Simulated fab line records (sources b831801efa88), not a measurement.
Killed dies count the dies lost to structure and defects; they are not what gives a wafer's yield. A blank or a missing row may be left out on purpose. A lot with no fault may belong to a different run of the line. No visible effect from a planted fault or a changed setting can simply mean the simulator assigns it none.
Comparing a struck lot with a sound one / flow sky130 / 35 out of 708 route steps
Sound: wafers L332.3, L332.5, L332.6. The struck wafers were L324.1, L324.2, L324.5. Last of all comes the cause.
Order at every step that has rows: each side's tool, ch and its chambers, its first start. Under that, the readings that differ: sound wafers / struck wafers / difference of the means / sigmas: that difference in standard deviations of wafers without a fault.
alike: readings with means less than 2 such deviations apart, plus words and numbers identical on both sides. not compared: withheld readings, readings lacking a value on some wafer, bounds such as >300 that could conceal the same value, and numbers that have no deviation in the record and whose values overlap.
The two part at a step that has a row with sigmas, a row that says differs or no value, or rows on one side only. Numbers that have no deviation but don't overlap get no sigmas and don't part them. A reading missing from all wafers of one side parts the sides only when that side holds two or more wafers.

first, 10 steps without rows for these wafers: SKY_POLY_CUT_ETCH_10 (etches BARC in N2/H2, stops on SiO2, time 45.9 s, target depth 60 nm); SKY_POLY_CUT_ETCH_11 (etches Si3N4 in CF4/CH2F2/Ar, stops on poly-Si, time 42.5 s, target depth 60 nm); SKY_POLY_CUT_STRIP_12 (strips in O2/N2); SKY_SD_P_DEHYDRATE_00 (time 60 s); SKY_SD_P_HMDS_01 (prime time 60 s); SKY_SD_P_COAT_02 (resist thk 1140 nm); SKY_SD_P_SOFTBAKE_03 (time 60 s); SKY_SD_P_EXPOSE_04 (exposes mask PSDM, target cd 380 nm); SKY_SD_P_PEB_05; SKY_SD_P_DEVELOP_06 (develop time 59.22 s).
SKY_SD_P_IMPLANT_09:
  sound on implanter-02 ch 0, day 33 20:25; struck on implanter-01 ch 0, day 31 22:27
reading=beam energy keV; sound=20.001 19.999 20.004; struck=19.223 19.233 19.228; difference=-0.773; sigmas=-99 or more
reading=beam on s (s); sound=12.6 12.6 12.3; struck=13.4 13.7 13.8; difference=+1.1; sigmas=+2
reading=model.implant.rp nm (nm); sound=17.2 17.2 17.2; struck=16.67 16.67 16.67; difference=-0.53; sigmas=
reading=model.implant.drp nm (nm); sound=9.746 9.746 9.746; struck=9.48 9.48 9.48; difference=-0.27; sigmas=
then, 22 steps without rows for these wafers: SKY_SD_P_STRIP_10 (strips in O2/N2); SKY_RES_XHIGH_DEHYDRATE_00 (time 60 s); SKY_RES_XHIGH_HMDS_01 (prime time 60 s); SKY_RES_XHIGH_COAT_02 (resist thk 1140 nm); SKY_RES_XHIGH_SOFTBAKE_03 (time 60 s); SKY_RES_XHIGH_EXPOSE_04 (exposes mask URPM, target cd 1270 nm); SKY_RES_XHIGH_PEB_05; SKY_RES_XHIGH_DEVELOP_06 (develop time 60 s); SKY_RES_XHIGH_IMPLANT_07; SKY_RES_XHIGH_STRIP_08 (strips in O2/N2); SKY_SD_N_DEHYDRATE_00 (time 60 s); SKY_SD_N_HMDS_01 (prime time 60 s); SKY_SD_N_COAT_02 (resist thk 1140 nm); SKY_SD_N_SOFTBAKE_03 (time 60 s); SKY_SD_N_EXPOSE_04 (exposes mask NSDM, target cd 380 nm); SKY_SD_N_PEB_05; SKY_SD_N_DEVELOP_06 (develop time 60 s); SKY_SD_N_IMPLANT_09; SKY_SD_N_IMPLANT_10; SKY_SD_N_STRIP_11 (strips in O2/N2); SKY_SD_N_CLEAN_13 (cleans in SC1/SC2, time 150 s); SKY_SD_N_RTA_14 (time 2 s).
-- the record jumps here: 2 days lie between the struck wafers' starts before and after --
SKY_SD_N_RS_MEAS_17: measurement is done with a four-point probe.
  struck on film metro-03, day 34 05:37; sound on film metro-01, day 36 03:05
reading=SD_P_RS (ohm/sq); sound=146.5 146.8 146.9; struck=149.6 149.4 149.3; difference=+2.7; sigmas=+6
-- a jump in the record: the struck wafers' starts before and after are 17 days apart (it breaks off in module SD_N and resumes in module PAD_OPEN, where the first step shown is number 708 of the route) --
SKY_PAD_OPEN_PROBE_99:
  struck on prober-02, day 50 19:43; sound on prober-01, day 51 23:09
  alike: killed_at_M0_to_M3, killed_at_M4_up, killed at contacts, killed at front end, killed at other, killed dies, killed open, killed short

WHERE THEY PART
Earliest at SKY_SD_P_IMPLANT_09; latest, in this record, at SKY_SD_N_RS_MEAS_17. Later steps at which nothing parts them and some readings are alike: SKY_PAD_OPEN_PROBE_99.

WHY: what had been put in by the simulator
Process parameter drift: implanter-01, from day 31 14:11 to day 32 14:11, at SKY_SD_P_IMPLANT_09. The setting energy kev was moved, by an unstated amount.
